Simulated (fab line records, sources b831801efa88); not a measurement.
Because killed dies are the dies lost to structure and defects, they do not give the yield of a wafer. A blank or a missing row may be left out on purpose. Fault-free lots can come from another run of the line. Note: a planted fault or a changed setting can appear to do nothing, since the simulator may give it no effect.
fab line records    flow sky130
record lots=12  wafers=36  last_day=50
route steps=708 shown FIELD_ISO@26 VT_ADJUST_HVTR@140 SONOS_ONO@185 POLY_GATE@228 PAD_OPEN@708
lots that met no fault: from a run of the same line without faults
start_h: hours from the record's first day to the start of the lot's first wafer shown    wait_h: time in hours since the lot's previous step    " identical to the entry in the row above    L1.1+2: one row covering several wafers at once    - value missing, or start not given    * or withheld: withheld    < > ~ a bound
route shown NAME@n: a module of which the file shows steps, and the number in the route of the first    usual: mean/standard deviation of fault-free wafers    same: alike in all rows    chamber/n: place in a boat    sites: each site's reading    _std_site: how widely they spread, as a standard deviation    _edge_site: outer sites' mean less inner sites'    radius_mm: for every site, how far away it sits from the centre of the wafer    mask NAME#n: copy n    behind: the most recent tool/chamber to have shaped the wafer    hold: cause of the lot's hold/its duration in hours/its outcome    device: whichever transistor did not switch (one of n, p or np)    end of line: at the end of the route, the tests of the same wafers    for a step that has no rows: nothing shown but its recipe    killed: dies lost to structure and defects at the first sort, not the wafer's yield    map: a wafer's dies, x killed, . not, _ none there
set.NAME: the setting as run; set.NAME@STEP: as run at that earlier step    model.NAME: the simulator's own value behind a step, which no gauge read
the route's steps for a sample of lots (tables are steps, rows are wafers)
services: the hour from which a tool's chamber was out of use, counted from the record's first day as start_h (under 0 if before that day), plus the number of hours and why
## steps
# step SKY_FIELD_ISO_THK_MEAS_25
# recipe reads=SiO2_of_FIELD_ISO_CVD_24
# usual FIELD_ISO_CVD_24_THK=590/5.1
lot.wafer  tool           chamber  start_h  wait_h  FIELD_ISO_CVD_24_THK[nm]
L555.1     film_metro-01  -        57.57    0.0     597
L555.2     "              -        "        "       597
L555.3     "              -        "        "       585
L556.1     film_metro-04  -        62.94    0.0     595
L556.2     "              -        "        "       596
L556.6     "              -        "        "       588
L559.1     film_metro-04  -        87.94    0.0     589
L559.3     "              -        "        "       588
L559.5     "              -        "        "       596
L560.2     film_metro-01  -        87.95    0.0     589
L560.3     "              -        "        "       594
L560.6     "              -        "        "       593
L561.1     film_metro-04  -        88.01    0.0     583
L561.4     "              -        "        "       597
L561.6     "              -        "        "       594
L562.2     film_metro-01  -        95.84    0.0     584
L562.3     "              -        "        "       592
L562.6     "              -        "        "       597
L565.4     film_metro-01  -        107.97   0.0     592
L565.5     "              -        "        "       584
L565.6     "              -        "        "       592
L567.1     film_metro-04  -        120.64   0.0     589
L567.2     "              -        "        "       592
L567.5     "              -        "        "       591
L568.2     film_metro-04  -        128.57   0.0     591
L568.3     "              -        "        "       577
L568.6     "              -        "        "       583
L570.3     film_metro-04  -        134.41   0.1     589
L570.4     "              -        "        "       585
L570.6     "              -        "        "       589
L572.1     film_metro-01  -        145.12   0.0     589
L572.3     "              -        "        "       588
L572.5     "              -        "        "       599
L573.2     film_metro-04  -        150.35   0.0     593
L573.3     "              -        "        "       593
L573.6     "              -        "        "       592
# step SKY_VT_ADJUST_HVTR_IMPLANT_09
# recipe species=B  energy_kev=10  dose_cm2=2.1e+12  tilt_deg=withheld
# usual beam_on_s=10.02/0.19  end_station_pressure_torr=5.04e-06/2.8e-07  faraday_current_uA=11.83/0.23
lot.wafer  tool          chamber  start_h  wait_h  beam_on_s  end_station_pressure_torr  faraday_current_uA
L555.1     implanter-04  0        233.86   0.0     9.67       5.6e-06                    12.23
L555.2     "             0        "        "       10.10      5.08e-06                   11.74
L555.3     "             0        "        "       9.99       5.32e-06                   11.82
L556.1     implanter-03  0        242.67   0.0     10.08      5.16e-06                   11.74
L556.2     "             0        "        "       10.03      4.65e-06                   11.80
L556.6     "             0        "        "       9.65       5.06e-06                   12.24
L560.2     implanter-03  0        280.24   0.0     12.27      0.0001089                  9.67
L560.3     "             0        "        "       12.13      0.00010292                 9.84
L560.6     "             0        "        "       12.52      0.00010985                 9.52
L559.1     implanter-03  0        281.16   0.0     12.26      0.00010403                 9.71
L559.3     "             0        "        "       12.16      9.383e-05                  9.82
L559.5     "             0        "        "       12.40      9.875e-05                  9.69
L561.1     implanter-01  0        281.32   0.0     10.24      5.21e-06                   11.54
L561.4     "             0        "        "       9.88       4.92e-06                   12.00
L561.6     "             0        "        "       10.01      5.25e-06                   11.85
L562.2     implanter-03  0        293.49   0.0     12.28      0.0001027                  9.68
L562.3     "             0        "        "       12.33      0.00010391                 9.74
L562.6     "             0        "        "       12.50      0.0001044                  9.62
L565.4     implanter-04  0        311.59   0.1     10.08      5.44e-06                   11.76
L565.5     "             0        "        "       10.03      4.83e-06                   11.79
L565.6     "             0        "        "       9.79       5.21e-06                   12.12
L567.1     implanter-04  0        326.77   0.0     10.07      4.97e-06                   11.78
L567.2     "             0        "        "       10.03      4.82e-06                   11.85
L567.5     "             0        "        "       10.12      5.59e-06                   11.65
L568.2     implanter-04  0        339.59   0.0     10.13      4.93e-06                   11.69
L568.3     "             0        "        "       9.81       4.86e-06                   12.10
L568.6     "             0        "        "       10.18      5.52e-06                   11.57
L570.3     implanter-03  0        347.52   0.1     9.76       4.92e-06                   12.17
L570.4     "             0        "        "       9.96       5.5e-06                    11.89
L570.6     "             0        "        "       9.75       5.53e-06                   12.12
L572.1     implanter-04  0        363.27   0.0     10.18      5.36e-06                   11.63
L572.3     "             0        "        "       10.13      5.17e-06                   11.72
L572.5     "             0        "        "       9.98       5.1e-06                    11.84
L573.2     implanter-03  0        373.34   0.0     9.78       5.28e-06                   12.10
L573.3     "             0        "        "       10.06      5.29e-06                   11.79
L573.6     "             0        "        "       10.17      4.91e-06                   11.67
# step SKY_VT_ADJUST_HVTR_TW_MEAS_11
# usual VT_ADJUST_HVTR_TW=210.1/1.4
lot.wafer  tool           chamber  start_h  wait_h  VT_ADJUST_HVTR_TW
L555.1     film_metro-01  -        234.11   0.1     210.6
L555.2     "              -        "        "       210.3
L555.3     "              -        "        "       209.3
L556.1     film_metro-02  -        242.92   0.1     212.2
L556.2     "              -        "        "       211.4
L556.6     "              -        "        "       212.0
L560.2     film_metro-04  -        280.47   0.1     222.2
L560.3     "              -        "        "       221.0
L560.6     "              -        "        "       221.2
L559.1     film_metro-04  -        281.41   0.1     222.2
L559.3     "              -        "        "       223.5
L559.5     "              -        "        "       221.3
L561.1     film_metro-01  -        281.57   0.1     210.4
L561.4     "              -        "        "       209.4
L561.6     "              -        "        "       210.1
L562.2     film_metro-02  -        293.73   0.1     224.5
L562.3     "              -        "        "       223.3
L562.6     "              -        "        "       225.0
L565.4     film_metro-02  -        311.80   0.1     212.6
L565.5     "              -        "        "       212.3
L565.6     "              -        "        "       211.7
L567.1     film_metro-04  -        327.02   0.1     207.3
L567.2     "              -        "        "       208.3
L567.5     "              -        "        "       207.2
L568.2     film_metro-01  -        339.82   0.1     210.0
L568.3     "              -        "        "       210.0
L568.6     "              -        "        "       209.3
L570.3     film_metro-01  -        347.74   0.1     210.1
L570.4     "              -        "        "       210.3
L570.6     "              -        "        "       209.8
L572.1     film_metro-01  -        363.52   0.1     208.8
L572.3     "              -        "        "       209.4
L572.5     "              -        "        "       208.6
L573.2     film_metro-04  -        373.58   0.1     209.1
L573.3     "              -        "        "       209.8
L573.6     "              -        "        "       209.1
# step SKY_SONOS_ONO_STRIP_17
# recipe chemistry=O2/N2  power_w=1400  pressure_mtorr=1500  platen_temp_c=withheld  o2_flow_sccm=3000  n2_flow_sccm=300  overash_fraction=0.5
# usual drypump_motor_current_A=5.4/0.42  oes_product_au=0.711/0.0044  strip_time_to_endpoint_s=14.10/0.043
lot.wafer  tool             chamber  start_h  wait_h  drypump_motor_current_A  oes_product_au  rf_hours_counter_h  strip_time_to_endpoint_s
L555.1     plasma_asher-02  0        313.97   0.0     5.4                      0.707           63                  14.12
L555.2     "                1        "        "       5.7                      0.711           63                  14.12
L555.3     "                1        "        "       5.7                      0.710           -                   14.14
L556.1     plasma_asher-02  1        322.73   0.0     5.7                      0.712           64                  14.16
L556.2     "                0        "        "       5.5                      0.711           64                  14.17
L556.6     "                1        "        "       5.8                      0.716           -                   14.15
L559.1     plasma_asher-03  0        365.97   0.0     6.1                      0.703           54                  14.06
L559.3     "                0        "        "       6.0                      0.705           -                   14.10
L559.5     "                1        "        "       5.5                      0.710           -                   14.03
L560.2     plasma_asher-02  0        366.08   0.0     5.5                      0.714           68                  14.07
L560.3     "                1        "        "       5.7                      0.716           -                   14.03
L560.6     "                1        "        "       5.8                      0.706           -                   14.05
L561.1     plasma_asher-02  1        367.97   0.0     5.8                      0.710           68                  14.06
L561.4     "                0        "        "       5.4                      0.712           -                   14.05
L561.6     "                0        "        "       5.4                      0.709           -                   14.07
L562.2     plasma_asher-02  0        382.52   0.0     5.4                      0.702           69                  14.17
L562.3     "                1        "        "       5.7                      0.714           -                   14.16
L562.6     "                0        "        "       5.4                      0.710           -                   14.16
L565.4     plasma_asher-04  1        400.05   0.0     4.7                      0.716           -                   14.18
L565.5     "                1        "        "       4.7                      0.708           -                   14.22
L565.6     "                0        "        "       5.2                      0.703           -                   14.20
L567.1     plasma_asher-03  1        416.82   0.0     5.5                      0.712           59                  14.12
L567.2     "                0        "        "       6.0                      0.710           59                  14.07
L567.5     "                0        "        "       6.1                      0.711           -                   14.08
L568.2     plasma_asher-04  1        434.02   0.0     4.7                      0.715           32                  14.06
L568.3     "                1        "        "       4.7                      0.707           -                   14.09
L568.6     "                1        "        "       4.7                      0.708           -                   14.02
L570.3     plasma_asher-03  1        439.76   0.0     5.5                      0.710           -                   14.10
L570.4     "                0        "        "       6.0                      0.711           -                   14.05
L570.6     "                0        "        "       6.1                      0.710           -                   14.04
L572.1     plasma_asher-04  0        457.78   0.0     5.2                      0.717           34                  14.06
L572.3     "                1        "        "       4.7                      0.713           -                   14.05
L572.5     "                0        "        "       5.2                      0.710           -                   14.06
L573.2     plasma_asher-03  1        469.09   0.0     5.6                      0.707           65                  14.09
L573.3     "                1        "        "       5.6                      0.709           -                   14.15
L573.6     "                1        "        "       5.6                      0.720           -                   14.09
# step SKY_POLY_GATE_OVL_MEAS_14
# usual POLY_GATE_OVL=-2/5.6
lot.wafer  tool        chamber  start_h  wait_h  POLY_GATE_OVL[nm]
L555.1     overlay-01  -        403.78   0.1     4
L555.2     "           -        "        "       -1
L555.3     "           -        "        "       -2
L556.1     overlay-01  -        413.83   0.1     -2
L556.2     "           -        "        "       10
L556.6     "           -        "        "       5
L561.1     overlay-02  -        466.33   0.1     -11
L561.4     "           -        "        "       -8
L561.6     "           -        "        "       -11
L559.1     overlay-02  -        466.48   0.1     -2
L559.3     "           -        "        "       5
L559.5     "           -        "        "       2
L560.2     overlay-01  -        466.69   0.1     0
L560.3     "           -        "        "       -7
L560.6     "           -        "        "       1
L562.2     overlay-01  -        480.39   0.1     -8
L562.3     "           -        "        "       -11
L562.6     "           -        "        "       -4
L565.4     overlay-01  -        501.00   0.1     2
L565.5     "           -        "        "       -1
L565.6     "           -        "        "       -3
L567.1     overlay-02  -        514.43   0.1     -2
L567.2     "           -        "        "       3
L567.5     "           -        "        "       -10
L568.2     overlay-01  -        534.33   0.1     3
L568.3     "           -        "        "       3
L568.6     "           -        "        "       2
L570.3     overlay-01  -        541.34   0.1     -4
L570.4     "           -        "        "       3
L570.6     "           -        "        "       -1
L572.1     overlay-01  -        556.38   0.1     4
L572.3     "           -        "        "       6
L572.5     "           -        "        "       7
L573.2     overlay-02  -        570.03   0.1     2
L573.3     "           -        "        "       -1
L573.6     "           -        "        "       4
# step SKY_PAD_OPEN_PROBE_99
# usual killed_at_M0_to_M3=42/6.6  killed_at_M4_up=3.0/1.8  killed_at_contacts=25/5.1  killed_at_front_end=15/4.4  killed_at_other=0.3/0.56  killed_dies=86/8.6  killed_open=47/6.9  killed_short=38/6
# same gross_dies=492  killed_at_back_side=0
lot.wafer  tool       chamber  start_h  wait_h  killed_at_M0_to_M3  killed_at_M4_up  killed_at_contacts  killed_at_front_end  killed_at_other  killed_dies  killed_open  killed_short
L561.1     prober-02  -        1143.53  0.1     34                  4                23                  23                   0                84           34           49
L561.4     prober-02  -        1143.68  0.2     50                  1                25                  11                   0                87           45           41
L561.6     prober-02  -        1143.78  0.2     44                  6                24                  11                   0                85           40           45
# killed by level:class
L561.1 FIELD_ISO:geometric_particle:short=9 VIA1:geometric_particle:open=9 POLY_GATE:geometric_particle:short=8 CONTACT:geometric_particle:short=8 LI_CONTACT:geometric_particle:open=5 VIA3:geometric_particle:open=5 CONTACT:geometric_particle:open=5 METAL2:geometric_particle:short=5
L561.4 VIA1:geometric_particle:open=10 LI_CONTACT:geometric_particle:open=8 VIA3:geometric_particle:open=8 METAL2:geometric_particle:short=7 LOCAL_INTERCONNECT:geometric_particle:short=6 CONTACT:geometric_particle:open=6 VIA2:geometric_particle:open=6 VIA1:geometric_particle:short=6
L561.6 VIA2:geometric_particle:open=9 VIA1:geometric_particle:open=8 LI_CONTACT:geometric_particle:open=6 CONTACT:geometric_particle:open=6 VIA2:geometric_particle:short=6 CONTACT:geometric_particle:short=5 VIA3:geometric_particle:short=5 VIA1:geometric_particle:short=4
## services
tool             chamber  start_h  hours  kind
plasma_asher-03  -        306.46   2.3    repair
plasma_asher-03  -        320.00   4.3    repair
plasma_asher-04  -        330.72   1.5    repair
implanter-03     -        339.00   5.5    repair
implanter-04     -        346.58   8.9    repair
implanter-01     -        364.91   14.6   pm
plasma_asher-02  -        377.50   4.4    repair
plasma_asher-04  -        417.88   3.2    repair
plasma_asher-02  -        421.25   9.0    pm
plasma_asher-02  0        421.25   9.0    vent_cycle
plasma_asher-02  1        421.25   9.0    vent_cycle
plasma_asher-02  0        430.25   -      clean
plasma_asher-02  1        430.25   -      clean
plasma_asher-02  -        450.72   2.8    pm
implanter-04     -        462.42   2.4    repair
implanter-01     -        466.66   2.1    repair
## key
first_sign step=SKY_VT_ADJUST_HVTR_IMPLANT_09  reading=end_station_pressure_torr  direction=up  sigmas=99+  usual=5.04e-06  struck=0.00010325
effect step=SKY_VT_ADJUST_HVTR_IMPLANT_09  reading=beam_on_s  direction=up  sigmas=12  usual=10.02  struck=12.32
effect step=SKY_VT_ADJUST_HVTR_TW_MEAS_11  reading=VT_ADJUST_HVTR_TW  direction=up  sigmas=8.9  usual=210.1  struck=222.7
met_at SKY_VT_ADJUST_HVTR_IMPLANT_09
struck_lots L559,L560,L562
tester_left_out L559,L560,L562
not_acting_at SKY_FIELD_ISO_THK_MEAS_25,SKY_SONOS_ONO_STRIP_17,SKY_POLY_GATE_OVL_MEAS_14
onset_between 242.67 280.24
fault kind=process_parameter_drift  tool=implanter-03  chamber=-  onset_h=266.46  steps=SKY_VT_ADJUST_HVTR_IMPLANT_09  channel=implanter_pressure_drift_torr  offset=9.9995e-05  shape=step  end_h=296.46
fault kind=process_parameter_drift  tool=implanter-03  chamber=-  onset_h=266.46  steps=SKY_VT_ADJUST_HVTR_IMPLANT_09  channel=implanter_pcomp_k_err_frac  offset=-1  shape=step  end_h=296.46
# tester_left_out: of these lots the tester's yield and bins aren't shown, on N5 and GAA mostly nor the transistor test; their killed dies are dies lost to structure and defects alone, not to doping, threshold or leakage, so they don't give the yield
